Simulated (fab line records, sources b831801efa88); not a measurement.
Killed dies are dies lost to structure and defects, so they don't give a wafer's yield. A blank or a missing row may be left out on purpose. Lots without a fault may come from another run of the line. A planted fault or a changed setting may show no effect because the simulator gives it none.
Chamber matching | flow gf180mcu | GF_V1_CMP_04 on cmp-02: 4 sister chambers
The step polishes SiO2. 18 wafers are shown with their chamber, then 9 later ones without.

WAFERS WITH THEIR CHAMBER
wafer  | chamber | motor_current_A (A) | slurry_flow_ml_min | edge_zone_pressure_frac
L476.1 | 0       | 9.4                 | 150.1              | 1.000
L476.3 | 3       | 13.6                | 149.1              | 1.004
L476.6 | 0       | 9.2                 | 149.8              | 1.000
L477.1 | 2       | 12.4                | 150.5              | 1.011
L477.2 | 1       | 12.8                | 149.8              | 0.990
L477.4 | 0       | 10.0                | 150.7              | 0.989
L478.1 | 3       | 13.0                | 149.4              | 0.998
L478.2 | 0       | 9.4                 | 150.4              | 0.997
L478.3 | 2       | 12.1                | 149.6              | 0.995
L479.4 | 3       | 12.1                | 149.8              | 1.011
L479.5 | 2       | 11.7                | 150.2              | 1.014
L479.6 | 1       | 12.7                | 149.6              | 0.995
L487.2 | 1       | 12.9                | 150.0              | 1.004
L487.3 | 3       | 12.7                | 150.0              | 0.990
L487.5 | 1       | 12.5                | 149.9              | 1.003
L488.3 | 1       | 13.0                | 150.2              | 0.999
L488.5 | 0       | 9.8                 | 149.5              | 1.000
L488.6 | 3       | 12.8                | 149.3              | 1.001

SIGNATURES (means of the wafers above)
reading                 | chamber 0 | chamber 1 | chamber 2 | chamber 3 | scatter within a chamber
motor_current_A         | 9.560     | 12.780    | 12.067    | 12.840    | 0.378
slurry_flow_ml_min      | 150.100   | 149.900   | 150.100   | 149.520   | 0.384
edge_zone_pressure_frac | 0.99720   | 0.99820   | 1.00667   | 1.00080   | 0.00693
Rule: a wafer's distance from a chamber is the root of the sum, over the readings, of the square of ((its reading less the chamber's mean) divided by the reading's scatter). The wafer belongs to the nearest chamber; if the next one is less than 2 further off, it can't be placed. The scatter: the root of (the sum of the squares of (reading less its chamber's mean) over the shown wafers, divided by (wafers less chambers)).

WAFERS WITHOUT THEIR CHAMBER
wafer  | motor_current_A (A) | slurry_flow_ml_min | edge_zone_pressure_frac
L489.1 | 12.8                | 149.7              | 0.991
L489.3 | 13.4                | 149.5              | 1.007
L489.6 | 9.4                 | 150.3              | 1.003
L490.1 | 12.3                | 149.8              | 0.994
L490.2 | 12.9                | 150.7              | 1.002
L490.4 | 12.9                | 150.9              | 0.998
L491.2 | 12.8                | 149.5              | 1.000
L491.3 | 13.1                | 149.9              | 1.005
L491.4 | 12.7                | 150.6              | 1.001

WHICH CHAMBER EACH WENT THROUGH
wafer  | from the rows above          | in truth
L489.1 | can't be placed: 1 or 3 or 2 | 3
L489.3 | can't be placed: 3 or 1      | 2
L489.6 | 0                            | 0
L490.1 | can't be placed: 1 or 3 or 2 | 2
L490.2 | can't be placed: 1 or 2 or 3 | 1
L490.4 | can't be placed: 1 or 2 or 3 | 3
L491.2 | can't be placed: 3 or 1      | 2
L491.3 | can't be placed: 1 or 3 or 2 | 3
L491.4 | can't be placed: 1 or 2 or 3 | 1
Placed correctly: 1 of 9. Can't be placed from these rows: 8 (the true chamber is among the candidates in 6). Placed wrongly: 0.
